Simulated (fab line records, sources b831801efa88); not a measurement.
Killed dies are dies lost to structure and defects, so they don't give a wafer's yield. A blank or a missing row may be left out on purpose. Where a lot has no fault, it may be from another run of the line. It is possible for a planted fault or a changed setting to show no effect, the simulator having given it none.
fab line records :: flow sky130
[record]
  lots = 13
  wafers = 39
  last_day = 50
route steps=708 shown LDD_N@239 CONTACT@410
lots with no fault: from the same line, run without faults
start_h: the number of hours between the record's first day and the start of the first shown wafer of the lot :: wait_h: how many hours have passed since the lot's step before this one :: " identical to the entry in the row above :: L1.1+2: several wafers, shown together as one row :: - value missing, or start not given :: * or withheld: withheld :: < > ~ a bound
route shown NAME@n: a module of which the file shows steps, and the number in the route of the first :: usual: mean/standard deviation of fault-free wafers :: same: alike in all rows :: chamber/n: place in a boat :: sites: the reading at each site :: _std_site: the values' standard deviation :: _edge_site: the outer-site mean with the inner-site mean subtracted :: radius_mm: how far each site lies from the wafer's centre :: mask NAME#n: copy n :: behind: the last tool/chamber to shape the wafer :: hold: reason for holding the lot/hours on hold/outcome of the hold :: device: transistor that didn't switch, given as n, p or np :: end of line: the route-end tests of the same wafers :: where a step has no rows: the recipe by itself :: killed: dies that structure and defects cost at the first sort, which is not the same as the wafer's yield :: map: dies across one wafer; x = killed, . = not, _ = none there
set.NAME: the run value of the setting; set.NAME@STEP: its run value at that earlier step :: model.NAME: the simulator's own value behind a step, which no gauge read
the route's steps for a sample of lots (tables are steps, rows are wafers)
services: a tool's chamber out of use, with start hour (start_h, from the record's first day; less than 0 if before it), hours out, and reason
[[steps]]
[step SKY_LDD_N_COAT_02]
[recipe]
  resist = NOVOLAK
  spin_rpm = 3000
  resist_thk_nm = 300
lot.wafer: L299.2+3+4
tool: litho_track-01
chamber: 0
start_h: 381.60
wait_h: 0.1

lot.wafer: L300.1+5+6
tool: litho_track-04
chamber: 0
start_h: 399.87
wait_h: 0.1

lot.wafer: L303.1+4+6
tool: litho_track-04
chamber: 0
start_h: 426.37
wait_h: 0.1

lot.wafer: L305.3+5+6
tool: litho_track-04
chamber: 0
start_h: 441.12
wait_h: 0.1

lot.wafer: L306.1+3+4
tool: litho_track-01
chamber: 0
start_h: 450.73
wait_h: 0.1

lot.wafer: L309.3+5+6
tool: litho_track-01
chamber: 0
start_h: 484.88
wait_h: 0.1

lot.wafer: L312.1+2+4
tool: litho_track-01
chamber: 0
start_h: 503.88
wait_h: 0.1

lot.wafer: L316.3+4+6
tool: litho_track-04
chamber: 0
start_h: 538.52
wait_h: 0.1

lot.wafer: L318.1+2+6
tool: litho_track-03
chamber: 0
start_h: 556.78
wait_h: 0.1

lot.wafer: L320.2+4+5
tool: litho_track-03
chamber: 0
start_h: 559.55
wait_h: 0.1

lot.wafer: L319.1+5+6
tool: litho_track-01
chamber: 0
start_h: 564.03
wait_h: 0.1

lot.wafer: L321.3+4+6
tool: litho_track-04
chamber: 0
start_h: 570.12
wait_h: 0.1

lot.wafer: L322.2+4+5
tool: litho_track-01
chamber: 0
start_h: 586.40
wait_h: 0.1
[step SKY_LDD_N_STRIP_16]
[recipe]
  chemistry = O2/N2
  power_w = 1400
  pressure_mtorr = 1500
  platen_temp_c = withheld
  o2_flow_sccm = 3000
  n2_flow_sccm = 300
  overash_fraction = 0.5
[usual]
  drypump_motor_current_A = 5.64/0.23
  oes_product_au = 0.407/0.0043
  strip_time_to_endpoint_s = 4.314/0.014
lot.wafer: L299.2
tool: plasma_asher-04
chamber: 0
start_h: 396.97
wait_h: 0.1
drypump_motor_current_A: 5.66
oes_product_au: 0.408
rf_hours_counter_h: 75
strip_time_to_endpoint_s: 4.296

lot.wafer: L299.3
tool: plasma_asher-04
chamber: 1
start_h: 396.97
wait_h: 0.1
drypump_motor_current_A: 5.95
oes_product_au: 0.401
rf_hours_counter_h: -
strip_time_to_endpoint_s: 4.317

lot.wafer: L299.4
tool: plasma_asher-04
chamber: 0
start_h: 396.97
wait_h: 0.1
drypump_motor_current_A: 5.66
oes_product_au: 0.402
rf_hours_counter_h: -
strip_time_to_endpoint_s: 4.308

lot.wafer: L300.1
tool: plasma_asher-04
chamber: 1
start_h: 415.97
wait_h: 0.1
drypump_motor_current_A: 5.95
oes_product_au: 0.397
rf_hours_counter_h: 76
strip_time_to_endpoint_s: 4.295

lot.wafer: L300.5
tool: plasma_asher-04
chamber: 0
start_h: 415.97
wait_h: 0.1
drypump_motor_current_A: 5.64
oes_product_au: 0.406
rf_hours_counter_h: -
strip_time_to_endpoint_s: 4.313

lot.wafer: L300.6
tool: plasma_asher-04
chamber: 1
start_h: 415.97
wait_h: 0.1
drypump_motor_current_A: 5.98
oes_product_au: 0.403
rf_hours_counter_h: -
strip_time_to_endpoint_s: 4.308

lot.wafer: L303.1
tool: plasma_asher-04
chamber: 0
start_h: 443.17
wait_h: 0.1
drypump_motor_current_A: 5.67
oes_product_au: 0.399
rf_hours_counter_h: 1
strip_time_to_endpoint_s: 4.298

lot.wafer: L303.4
tool: plasma_asher-04
chamber: 1
start_h: 443.17
wait_h: 0.1
drypump_motor_current_A: 5.97
oes_product_au: 0.407
rf_hours_counter_h: -
strip_time_to_endpoint_s: 4.298

lot.wafer: L303.6
tool: plasma_asher-04
chamber: 1
start_h: 443.17
wait_h: 0.1
drypump_motor_current_A: 5.96
oes_product_au: 0.409
rf_hours_counter_h: -
strip_time_to_endpoint_s: 4.296

lot.wafer: L305.3
tool: plasma_asher-01
chamber: 0
start_h: 458.55
wait_h: 0.1
drypump_motor_current_A: 5.57
oes_product_au: 0.413
rf_hours_counter_h: -
strip_time_to_endpoint_s: 4.313

lot.wafer: L305.5
tool: plasma_asher-01
chamber: 1
start_h: 458.55
wait_h: 0.1
drypump_motor_current_A: 5.45
oes_product_au: 0.408
rf_hours_counter_h: -
strip_time_to_endpoint_s: 4.332

lot.wafer: L305.6
tool: plasma_asher-01
chamber: 0
start_h: 458.55
wait_h: 0.1
drypump_motor_current_A: 5.59
oes_product_au: 0.403
rf_hours_counter_h: -
strip_time_to_endpoint_s: 4.324

lot.wafer: L306.1
tool: plasma_asher-01
chamber: 1
start_h: 467.80
wait_h: 0.1
drypump_motor_current_A: 5.47
oes_product_au: 0.410
rf_hours_counter_h: 36
strip_time_to_endpoint_s: 4.322

lot.wafer: L306.3
tool: plasma_asher-01
chamber: 1
start_h: 467.80
wait_h: 0.1
drypump_motor_current_A: 5.47
oes_product_au: 0.406
rf_hours_counter_h: -
strip_time_to_endpoint_s: 4.334

lot.wafer: L306.4
tool: plasma_asher-01
chamber: 0
start_h: 467.80
wait_h: 0.1
drypump_motor_current_A: 5.58
oes_product_au: 0.414
rf_hours_counter_h: -
strip_time_to_endpoint_s: 4.321

lot.wafer: L309.3
tool: plasma_asher-04
chamber: 0
start_h: 501.99
wait_h: 0.1
drypump_motor_current_A: 5.65
oes_product_au: 0.415
rf_hours_counter_h: -
strip_time_to_endpoint_s: 4.382

lot.wafer: L309.5
tool: plasma_asher-04
chamber: 1
start_h: 501.99
wait_h: 0.1
drypump_motor_current_A: 5.94
oes_product_au: 0.417
rf_hours_counter_h: -
strip_time_to_endpoint_s: 4.404

lot.wafer: L309.6
tool: plasma_asher-04
chamber: 0
start_h: 501.99
wait_h: 0.1
drypump_motor_current_A: 5.67
oes_product_au: 0.410
rf_hours_counter_h: -
strip_time_to_endpoint_s: 4.393

lot.wafer: L312.1
tool: plasma_asher-03
chamber: 1
start_h: 520.60
wait_h: 0.1
drypump_motor_current_A: 5.79
oes_product_au: 0.404
rf_hours_counter_h: 68
strip_time_to_endpoint_s: 4.395

lot.wafer: L312.2
tool: plasma_asher-03
chamber: 0
start_h: 520.60
wait_h: 0.1
drypump_motor_current_A: 5.26
oes_product_au: 0.409
rf_hours_counter_h: 68
strip_time_to_endpoint_s: 4.362

lot.wafer: L312.4
tool: plasma_asher-03
chamber: 1
start_h: 520.60
wait_h: 0.1
drypump_motor_current_A: 5.75
oes_product_au: 0.402
rf_hours_counter_h: -
strip_time_to_endpoint_s: 4.383

lot.wafer: L316.3
tool: plasma_asher-04
chamber: 1
start_h: 555.14
wait_h: 0.1
drypump_motor_current_A: 5.99
oes_product_au: 0.408
rf_hours_counter_h: -
strip_time_to_endpoint_s: 4.315

lot.wafer: L316.4
tool: plasma_asher-04
chamber: 0
start_h: 555.14
wait_h: 0.1
drypump_motor_current_A: 5.66
oes_product_au: 0.404
rf_hours_counter_h: -
strip_time_to_endpoint_s: 4.331

lot.wafer: L316.6
tool: plasma_asher-04
chamber: 0
start_h: 555.14
wait_h: 0.1
drypump_motor_current_A: 5.68
oes_product_au: 0.410
rf_hours_counter_h: -
strip_time_to_endpoint_s: 4.316

lot.wafer: L318.1
tool: plasma_asher-04
chamber: 1
start_h: 573.61
wait_h: 0.1
drypump_motor_current_A: 5.94
oes_product_au: 0.405
rf_hours_counter_h: 14
strip_time_to_endpoint_s: 4.312

lot.wafer: L318.2
tool: plasma_asher-04
chamber: 0
start_h: 573.61
wait_h: 0.1
drypump_motor_current_A: 5.64
oes_product_au: 0.403
rf_hours_counter_h: 14
strip_time_to_endpoint_s: 4.301

lot.wafer: L318.6
tool: plasma_asher-04
chamber: 0
start_h: 573.61
wait_h: 0.1
drypump_motor_current_A: 5.65
oes_product_au: 0.417
rf_hours_counter_h: -
strip_time_to_endpoint_s: 4.308

lot.wafer: L320.2
tool: plasma_asher-03
chamber: 0
start_h: 576.77
wait_h: 0.1
drypump_motor_current_A: 5.27
oes_product_au: 0.406
rf_hours_counter_h: 73
strip_time_to_endpoint_s: 4.307

lot.wafer: L320.4
tool: plasma_asher-03
chamber: 1
start_h: 576.77
wait_h: 0.1
drypump_motor_current_A: 5.76
oes_product_au: 0.396
rf_hours_counter_h: -
strip_time_to_endpoint_s: 4.298

lot.wafer: L320.5
tool: plasma_asher-03
chamber: 0
start_h: 576.77
wait_h: 0.1
drypump_motor_current_A: 5.27
oes_product_au: 0.410
rf_hours_counter_h: -
strip_time_to_endpoint_s: 4.297

lot.wafer: L319.1
tool: plasma_asher-04
chamber: 0
start_h: 581.07
wait_h: 0.1
drypump_motor_current_A: 5.64
oes_product_au: 0.400
rf_hours_counter_h: 14
strip_time_to_endpoint_s: 4.333

lot.wafer: L319.5
tool: plasma_asher-04
chamber: 0
start_h: 581.07
wait_h: 0.1
drypump_motor_current_A: 5.64
oes_product_au: 0.402
rf_hours_counter_h: -
strip_time_to_endpoint_s: 4.321

lot.wafer: L319.6
tool: plasma_asher-04
chamber: 1
start_h: 581.07
wait_h: 0.1
drypump_motor_current_A: 5.92
oes_product_au: 0.412
rf_hours_counter_h: -
strip_time_to_endpoint_s: 4.332

lot.wafer: L321.3
tool: plasma_asher-04
chamber: 1
start_h: 586.55
wait_h: 0.1
drypump_motor_current_A: 5.97
oes_product_au: 0.407
rf_hours_counter_h: -
strip_time_to_endpoint_s: 4.311

lot.wafer: L321.4
tool: plasma_asher-04
chamber: 0
start_h: 586.55
wait_h: 0.1
drypump_motor_current_A: 5.65
oes_product_au: 0.402
rf_hours_counter_h: -
strip_time_to_endpoint_s: 4.311

lot.wafer: L321.6
tool: plasma_asher-04
chamber: 0
start_h: 586.55
wait_h: 0.1
drypump_motor_current_A: 5.64
oes_product_au: 0.403
rf_hours_counter_h: -
strip_time_to_endpoint_s: 4.319

lot.wafer: L322.2
tool: plasma_asher-04
chamber: 1
start_h: 604.10
wait_h: 0.1
drypump_motor_current_A: 5.93
oes_product_au: 0.406
rf_hours_counter_h: 17
strip_time_to_endpoint_s: 4.325

lot.wafer: L322.4
tool: plasma_asher-04
chamber: 1
start_h: 604.10
wait_h: 0.1
drypump_motor_current_A: 5.91
oes_product_au: 0.412
rf_hours_counter_h: -
strip_time_to_endpoint_s: 4.326

lot.wafer: L322.5
tool: plasma_asher-04
chamber: 1
start_h: 604.10
wait_h: 0.1
drypump_motor_current_A: 5.90
oes_product_au: 0.410
rf_hours_counter_h: -
strip_time_to_endpoint_s: 4.365
[step SKY_CONTACT_CMP_04]
[recipe]
  material = SiO2
  down_force_psi = 4
  platen_rpm = 60
  pad_velocity_m_s = 0.94248
[usual]
  motor_current_A = 12.3/1
  time_to_endpoint_s = 83/5.9
lot.wafer: L299.4
tool: cmp-01
chamber: 0
start_h: 702.10
wait_h: 0.0
motor_current_A: 11.9
time_to_endpoint_s: 84

lot.wafer: L299.2
tool: cmp-01
chamber: 2
start_h: 702.10
wait_h: 0.0
motor_current_A: 11.0
time_to_endpoint_s: 88

lot.wafer: L299.3
tool: cmp-01
chamber: 3
start_h: 702.10
wait_h: 0.0
motor_current_A: 13.8
time_to_endpoint_s: 74

lot.wafer: L300.1
tool: cmp-01
chamber: 0
start_h: 723.23
wait_h: 0.2
motor_current_A: 12.5
time_to_endpoint_s: 78

lot.wafer: L300.5
tool: cmp-01
chamber: 1
start_h: 723.23
wait_h: 0.2
motor_current_A: 13.9
time_to_endpoint_s: 80

lot.wafer: L300.6
tool: cmp-01
chamber: 2
start_h: 723.23
wait_h: 0.2
motor_current_A: 10.7
time_to_endpoint_s: 84

lot.wafer: L303.1
tool: cmp-01
chamber: 3
start_h: 744.41
wait_h: 0.1
motor_current_A: 13.3
time_to_endpoint_s: 77

lot.wafer: L303.4
tool: cmp-01
chamber: 0
start_h: 744.41
wait_h: 0.1
motor_current_A: 12.0
time_to_endpoint_s: 79

lot.wafer: L303.6
tool: cmp-01
chamber: 3
start_h: 744.41
wait_h: 0.1
motor_current_A: 13.3
time_to_endpoint_s: 76

lot.wafer: L305.3
tool: cmp-01
chamber: 3
start_h: 758.86
wait_h: 0.0
motor_current_A: 14.0
time_to_endpoint_s: 81

lot.wafer: L305.5
tool: cmp-01
chamber: 3
start_h: 758.86
wait_h: 0.0
motor_current_A: 13.6
time_to_endpoint_s: 85

lot.wafer: L305.6
tool: cmp-01
chamber: 0
start_h: 758.86
wait_h: 0.0
motor_current_A: 11.9
time_to_endpoint_s: 87

lot.wafer: L306.3
tool: cmp-02
chamber: 1
start_h: 770.39
wait_h: 0.1
motor_current_A: 11.0
time_to_endpoint_s: 77

lot.wafer: L306.4
tool: cmp-02
chamber: 2
start_h: 770.39
wait_h: 0.1
motor_current_A: 13.0
time_to_endpoint_s: 84

lot.wafer: L306.1
tool: cmp-02
chamber: 3
start_h: 770.39
wait_h: 0.1
motor_current_A: 11.7
time_to_endpoint_s: 79

lot.wafer: L309.3
tool: cmp-01
chamber: 3
start_h: 798.35
wait_h: 0.1
motor_current_A: 14.0
time_to_endpoint_s: 78

lot.wafer: L309.5
tool: cmp-01
chamber: 3
start_h: 798.35
wait_h: 0.1
motor_current_A: 12.9
time_to_endpoint_s: 75

lot.wafer: L309.6
tool: cmp-01
chamber: 0
start_h: 798.35
wait_h: 0.1
motor_current_A: 12.3
time_to_endpoint_s: 81

lot.wafer: L312.4
tool: cmp-01
chamber: 1
start_h: 812.22
wait_h: 0.0
motor_current_A: 13.9
time_to_endpoint_s: 91

lot.wafer: L312.1
tool: cmp-01
chamber: 2
start_h: 812.22
wait_h: 0.0
motor_current_A: 11.6
time_to_endpoint_s: 89

lot.wafer: L312.2
tool: cmp-01
chamber: 0
start_h: 812.22
wait_h: 0.0
motor_current_A: 12.1
time_to_endpoint_s: 84

lot.wafer: L316.3
tool: cmp-01
chamber: 1
start_h: 842.36
wait_h: 0.1
motor_current_A: 13.2
time_to_endpoint_s: 90

lot.wafer: L316.4
tool: cmp-01
chamber: 3
start_h: 842.36
wait_h: 0.1
motor_current_A: 13.5
time_to_endpoint_s: 84

lot.wafer: L316.6
tool: cmp-01
chamber: 1
start_h: 842.36
wait_h: 0.1
motor_current_A: 13.5
time_to_endpoint_s: 85

lot.wafer: L318.1
tool: cmp-01
chamber: 1
start_h: 860.80
wait_h: 0.1
motor_current_A: 13.7
time_to_endpoint_s: 84

lot.wafer: L318.2
tool: cmp-01
chamber: 0
start_h: 860.80
wait_h: 0.1
motor_current_A: 12.2
time_to_endpoint_s: 78

lot.wafer: L318.6
tool: cmp-01
chamber: 1
start_h: 860.80
wait_h: 0.1
motor_current_A: 13.2
time_to_endpoint_s: 88

lot.wafer: L320.4
tool: cmp-02
chamber: 1
start_h: 861.73
wait_h: 0.0
motor_current_A: 11.3
time_to_endpoint_s: 82

lot.wafer: L320.2
tool: cmp-02
chamber: 3
start_h: 861.73
wait_h: 0.0
motor_current_A: 11.9
time_to_endpoint_s: 92

lot.wafer: L320.5
tool: cmp-02
chamber: 1
start_h: 861.73
wait_h: 0.0
motor_current_A: 11.3
time_to_endpoint_s: 78

lot.wafer: L319.1
tool: cmp-02
chamber: 3
start_h: 863.19
wait_h: 0.1
motor_current_A: 11.9
time_to_endpoint_s: 90

lot.wafer: L319.5
tool: cmp-02
chamber: 1
start_h: 863.19
wait_h: 0.1
motor_current_A: 12.0
time_to_endpoint_s: 85

lot.wafer: L319.6
tool: cmp-02
chamber: 2
start_h: 863.19
wait_h: 0.1
motor_current_A: 12.3
time_to_endpoint_s: 85

lot.wafer: L321.3
tool: cmp-02
chamber: 1
start_h: 866.76
wait_h: 0.0
motor_current_A: 11.6
time_to_endpoint_s: 76

lot.wafer: L321.4
tool: cmp-02
chamber: 3
start_h: 866.76
wait_h: 0.0
motor_current_A: 11.9
time_to_endpoint_s: 95

lot.wafer: L321.6
tool: cmp-02
chamber: 1
start_h: 866.76
wait_h: 0.0
motor_current_A: 11.5
time_to_endpoint_s: 72

lot.wafer: L322.4
tool: cmp-01
chamber: 3
start_h: 884.30
wait_h: 0.0
motor_current_A: 12.9
time_to_endpoint_s: 75

lot.wafer: L322.2
tool: cmp-01
chamber: 0
start_h: 884.30
wait_h: 0.0
motor_current_A: 11.8
time_to_endpoint_s: 83

lot.wafer: L322.5
tool: cmp-01
chamber: 3
start_h: 884.30
wait_h: 0.0
motor_current_A: 14.1
time_to_endpoint_s: 76
[step SKY_CONTACT_BOW_MEAS_05]
[recipe]
  mode = bow
[usual]
  CONTACT_BOW = 83/7.3
lot.wafer: L299.2
tool: film_metro-04
chamber: -
start_h: 702.42
wait_h: 0.2
CONTACT_BOW[um]: 82

lot.wafer: L299.3
tool: film_metro-04
chamber: -
start_h: 702.42
wait_h: 0.2
CONTACT_BOW[um]: 76

lot.wafer: L299.4
tool: film_metro-04
chamber: -
start_h: 702.42
wait_h: 0.2
CONTACT_BOW[um]: 77

lot.wafer: L300.1
tool: film_metro-04
chamber: -
start_h: 723.38
wait_h: 0.1
CONTACT_BOW[um]: 84

lot.wafer: L300.5
tool: film_metro-04
chamber: -
start_h: 723.38
wait_h: 0.1
CONTACT_BOW[um]: 76

lot.wafer: L300.6
tool: film_metro-04
chamber: -
start_h: 723.38
wait_h: 0.1
CONTACT_BOW[um]: 91

lot.wafer: L303.1
tool: film_metro-03
chamber: -
start_h: 744.66
wait_h: 0.2
CONTACT_BOW[um]: 98

lot.wafer: L303.4
tool: film_metro-03
chamber: -
start_h: 744.66
wait_h: 0.2
CONTACT_BOW[um]: 86

lot.wafer: L303.6
tool: film_metro-03
chamber: -
start_h: 744.66
wait_h: 0.2
CONTACT_BOW[um]: 85

lot.wafer: L305.3
tool: film_metro-04
chamber: -
start_h: 759.20
wait_h: 0.3
CONTACT_BOW[um]: 78

lot.wafer: L305.5
tool: film_metro-04
chamber: -
start_h: 759.20
wait_h: 0.3
CONTACT_BOW[um]: 89

lot.wafer: L305.6
tool: film_metro-04
chamber: -
start_h: 759.20
wait_h: 0.3
CONTACT_BOW[um]: 88

lot.wafer: L306.1
tool: film_metro-02
chamber: -
start_h: 770.69
wait_h: 0.1
CONTACT_BOW[um]: 94

lot.wafer: L306.3
tool: film_metro-02
chamber: -
start_h: 770.69
wait_h: 0.1
CONTACT_BOW[um]: 81

lot.wafer: L306.4
tool: film_metro-02
chamber: -
start_h: 770.69
wait_h: 0.1
CONTACT_BOW[um]: 70

lot.wafer: L309.3
tool: film_metro-04
chamber: -
start_h: 798.69
wait_h: 0.3
CONTACT_BOW[um]: 59

lot.wafer: L309.5
tool: film_metro-04
chamber: -
start_h: 798.69
wait_h: 0.3
CONTACT_BOW[um]: 94

lot.wafer: L309.6
tool: film_metro-04
chamber: -
start_h: 798.69
wait_h: 0.3
CONTACT_BOW[um]: 84

lot.wafer: L312.1
tool: film_metro-02
chamber: -
start_h: 812.52
wait_h: 0.2
CONTACT_BOW[um]: 83

lot.wafer: L312.2
tool: film_metro-02
chamber: -
start_h: 812.52
wait_h: 0.2
CONTACT_BOW[um]: 101

lot.wafer: L312.4
tool: film_metro-02
chamber: -
start_h: 812.52
wait_h: 0.2
CONTACT_BOW[um]: 82

lot.wafer: L316.3
tool: film_metro-02
chamber: -
start_h: 842.70
wait_h: 0.3
CONTACT_BOW[um]: 82

lot.wafer: L316.4
tool: film_metro-02
chamber: -
start_h: 842.70
wait_h: 0.3
CONTACT_BOW[um]: 89

lot.wafer: L316.6
tool: film_metro-02
chamber: -
start_h: 842.70
wait_h: 0.3
CONTACT_BOW[um]: 91

lot.wafer: L318.1
tool: film_metro-03
chamber: -
start_h: 861.10
wait_h: 0.2
CONTACT_BOW[um]: 79

lot.wafer: L318.2
tool: film_metro-03
chamber: -
start_h: 861.10
wait_h: 0.2
CONTACT_BOW[um]: 87

lot.wafer: L318.6
tool: film_metro-03
chamber: -
start_h: 861.10
wait_h: 0.2
CONTACT_BOW[um]: 87

lot.wafer: L320.2
tool: film_metro-03
chamber: -
start_h: 862.05
wait_h: 0.2
CONTACT_BOW[um]: 94

lot.wafer: L320.4
tool: film_metro-03
chamber: -
start_h: 862.05
wait_h: 0.2
CONTACT_BOW[um]: 79

lot.wafer: L320.5
tool: film_metro-03
chamber: -
start_h: 862.05
wait_h: 0.2
CONTACT_BOW[um]: 71

lot.wafer: L319.1
tool: film_metro-02
chamber: -
start_h: 863.39
wait_h: 0.1
CONTACT_BOW[um]: 75

lot.wafer: L319.5
tool: film_metro-02
chamber: -
start_h: 863.39
wait_h: 0.1
CONTACT_BOW[um]: 75

lot.wafer: L319.6
tool: film_metro-02
chamber: -
start_h: 863.39
wait_h: 0.1
CONTACT_BOW[um]: 73

lot.wafer: L321.3
tool: film_metro-04
chamber: -
start_h: 867.10
wait_h: 0.3
CONTACT_BOW[um]: 82

lot.wafer: L321.4
tool: film_metro-04
chamber: -
start_h: 867.10
wait_h: 0.3
CONTACT_BOW[um]: 84

lot.wafer: L321.6
tool: film_metro-04
chamber: -
start_h: 867.10
wait_h: 0.3
CONTACT_BOW[um]: 85

lot.wafer: L322.2
tool: film_metro-03
chamber: -
start_h: 884.62
wait_h: 0.2
CONTACT_BOW[um]: 84

lot.wafer: L322.4
tool: film_metro-03
chamber: -
start_h: 884.62
wait_h: 0.2
CONTACT_BOW[um]: 78

lot.wafer: L322.5
tool: film_metro-03
chamber: -
start_h: 884.62
wait_h: 0.2
CONTACT_BOW[um]: 74
[step SKY_CONTACT_CVD_24]
[recipe]
  material = W
  target_thk_nm = 340
  time_s = 102.12
  temp_c = 400
  pressure_torr = 40
[usual]
  heater_power_w = 814/53
[same]
  time_s = 102.12
lot.wafer: L299.2
tool: cvd_w-01
chamber: 1
start_h: 731.05
wait_h: 0.0
heater_power_w: 903

lot.wafer: L299.3
tool: cvd_w-01
chamber: 1
start_h: 731.05
wait_h: 0.0
heater_power_w: 926

lot.wafer: L299.4
tool: cvd_w-01
chamber: 0
start_h: 731.05
wait_h: 0.0
heater_power_w: 799

lot.wafer: L300.1
tool: cvd_w-01
chamber: 1
start_h: 752.12
wait_h: 0.0
heater_power_w: 885

lot.wafer: L300.5
tool: cvd_w-01
chamber: 0
start_h: 752.12
wait_h: 0.0
heater_power_w: 805

lot.wafer: L300.6
tool: cvd_w-01
chamber: 1
start_h: 752.12
wait_h: 0.0
heater_power_w: 874

lot.wafer: L303.1
tool: cvd_w-02
chamber: 1
start_h: 772.25
wait_h: 0.0
heater_power_w: 784

lot.wafer: L303.4
tool: cvd_w-02
chamber: 1
start_h: 772.25
wait_h: 0.0
heater_power_w: 793

lot.wafer: L303.6
tool: cvd_w-02
chamber: 1
start_h: 772.25
wait_h: 0.0
heater_power_w: 778

lot.wafer: L305.3
tool: cvd_w-02
chamber: 1
start_h: 787.09
wait_h: 0.1
heater_power_w: 757

lot.wafer: L305.5
tool: cvd_w-02
chamber: 1
start_h: 787.09
wait_h: 0.1
heater_power_w: 785

lot.wafer: L305.6
tool: cvd_w-02
chamber: 0
start_h: 787.09
wait_h: 0.1
heater_power_w: 753

lot.wafer: L306.1
tool: cvd_w-01
chamber: 1
start_h: 798.46
wait_h: 0.0
heater_power_w: 865

lot.wafer: L306.3
tool: cvd_w-01
chamber: 0
start_h: 798.46
wait_h: 0.0
heater_power_w: 806

lot.wafer: L306.4
tool: cvd_w-01
chamber: 1
start_h: 798.46
wait_h: 0.0
heater_power_w: 900

lot.wafer: L309.3
tool: cvd_w-02
chamber: 0
start_h: 825.69
wait_h: 0.1
heater_power_w: 773

lot.wafer: L309.5
tool: cvd_w-02
chamber: 0
start_h: 825.69
wait_h: 0.1
heater_power_w: 758

lot.wafer: L309.6
tool: cvd_w-02
chamber: 1
start_h: 825.69
wait_h: 0.1
heater_power_w: 779

lot.wafer: L312.1
tool: cvd_w-02
chamber: 1
start_h: 839.87
wait_h: 0.0
heater_power_w: 788

lot.wafer: L312.2
tool: cvd_w-02
chamber: 0
start_h: 839.87
wait_h: 0.0
heater_power_w: 744

lot.wafer: L312.4
tool: cvd_w-02
chamber: 0
start_h: 839.87
wait_h: 0.0
heater_power_w: 763

lot.wafer: L316.3
tool: cvd_w-02
chamber: 0
start_h: 868.91
wait_h: 0.1
heater_power_w: 759

lot.wafer: L316.4
tool: cvd_w-02
chamber: 1
start_h: 868.91
wait_h: 0.1
heater_power_w: 780

lot.wafer: L316.6
tool: cvd_w-02
chamber: 1
start_h: 868.91
wait_h: 0.1
heater_power_w: 787

lot.wafer: L318.1
tool: cvd_w-01
chamber: 0
start_h: 887.91
wait_h: 0.0
heater_power_w: 826

lot.wafer: L318.2
tool: cvd_w-01
chamber: 1
start_h: 887.91
wait_h: 0.0
heater_power_w: 894

lot.wafer: L318.6
tool: cvd_w-01
chamber: 0
start_h: 887.91
wait_h: 0.0
heater_power_w: 808

lot.wafer: L320.2
tool: cvd_w-02
chamber: 0
start_h: 888.26
wait_h: 0.0
heater_power_w: 768

lot.wafer: L320.4
tool: cvd_w-02
chamber: 1
start_h: 888.26
wait_h: 0.0
heater_power_w: 798

lot.wafer: L320.5
tool: cvd_w-02
chamber: 0
start_h: 888.26
wait_h: 0.0
heater_power_w: 762

lot.wafer: L319.1
tool: cvd_w-02
chamber: 1
start_h: 889.70
wait_h: 0.0
heater_power_w: 774

lot.wafer: L319.5
tool: cvd_w-02
chamber: 1
start_h: 889.70
wait_h: 0.0
heater_power_w: 797

lot.wafer: L319.6
tool: cvd_w-02
chamber: 0
start_h: 889.70
wait_h: 0.0
heater_power_w: 751

lot.wafer: L321.3
tool: cvd_w-01
chamber: 1
start_h: 893.46
wait_h: 0.1
heater_power_w: 913

lot.wafer: L321.4
tool: cvd_w-01
chamber: 0
start_h: 893.46
wait_h: 0.1
heater_power_w: 799

lot.wafer: L321.6
tool: cvd_w-01
chamber: 1
start_h: 893.46
wait_h: 0.1
heater_power_w: 920

lot.wafer: L322.2
tool: cvd_w-02
chamber: 0
start_h: 910.80
wait_h: 0.0
heater_power_w: 778

lot.wafer: L322.4
tool: cvd_w-02
chamber: 0
start_h: 910.80
wait_h: 0.0
heater_power_w: 769

lot.wafer: L322.5
tool: cvd_w-02
chamber: 1
start_h: 910.80
wait_h: 0.0
heater_power_w: 786
[[services]]
tool: plasma_asher-04
chamber: -
start_h: 358.22
hours: 2.4
kind: repair

tool: cvd_w-02
chamber: -
start_h: 390.00
hours: 14.0
kind: pm

tool: cvd_w-02
chamber: -
start_h: 393.07
hours: 0.4
kind: repair

tool: cmp-01
chamber: -
start_h: 417.25
hours: 1.7
kind: repair

tool: plasma_asher-04
chamber: -
start_h: 421.25
hours: 9.0
kind: pm

tool: cvd_w-01
chamber: -
start_h: 429.94
hours: 6.9
kind: pm

tool: plasma_asher-04
chamber: -
start_h: 432.81
hours: 1.9
kind: repair

tool: cvd_w-01
chamber: -
start_h: 507.55
hours: 0.9
kind: repair

tool: cvd_w-02
chamber: 0
start_h: 519.35
hours: 10.4
kind: repair

tool: cvd_w-01
chamber: -
start_h: 551.55
hours: 0.5
kind: repair

tool: cvd_w-02
chamber: -
start_h: 569.86
hours: 6.0
kind: pm

tool: cmp-01
chamber: -
start_h: 576.11
hours: 4.0
kind: pm

tool: cmp-01
chamber: -
start_h: 576.19
hours: 3.5
kind: repair

tool: cmp-01
chamber: -
start_h: 599.92
hours: 13.3
kind: pm

tool: cmp-01
chamber: -
start_h: 630.62
hours: 3.9
kind: pm

tool: cvd_w-02
chamber: -
start_h: 654.40
hours: 28.1
kind: pm

tool: plasma_asher-04
chamber: -
start_h: 655.73
hours: 2.9
kind: repair

tool: cmp-01
chamber: -
start_h: 671.27
hours: 4.1
kind: pm

tool: plasma_asher-04
chamber: -
start_h: 672.43
hours: 0.8
kind: repair

tool: cmp-01
chamber: -
start_h: 704.00
hours: 4.0
kind: repair

tool: plasma_asher-04
chamber: -
start_h: 722.51
hours: 1.7
kind: repair

tool: cvd_w-02
chamber: 0
start_h: 757.96
hours: 16.1
kind: repair

tool: cvd_w-02
chamber: 0
start_h: 826.76
hours: 10.5
kind: repair

tool: cvd_w-02
chamber: -
start_h: 855.22
hours: 0.8
kind: repair
[[key]]
[first_sign]
  step = SKY_LDD_N_STRIP_16
  reading = strip_time_to_endpoint_s
  direction = up
  sigmas = 5.3
  usual = *
  struck = *
effect none on later readings
met_at SKY_LDD_N_COAT_02
struck_lots L309,L312
tester_left_out L309,L312
not_acting_at SKY_CONTACT_CMP_04,SKY_CONTACT_BOW_MEAS_05,SKY_CONTACT_CVD_24
onset_between 450.73 484.88
[fault]
  kind = process_parameter_drift
  tool = litho_track-01
  chamber = -
  onset_h = 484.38
  steps = SKY_LDD_N_COAT_02
  channel = resist_thk_nm
  offset = 5.3509
  shape = step
  end_h = 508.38
  acts_in = these_recipes_only
  stated = 300
// tester_left_out: of these lots the tester's yield and bins aren't shown, on N5 and GAA mostly nor the transistor test; their killed dies are dies lost to structure and defects alone, not to doping, threshold or leakage, so they don't give the yield
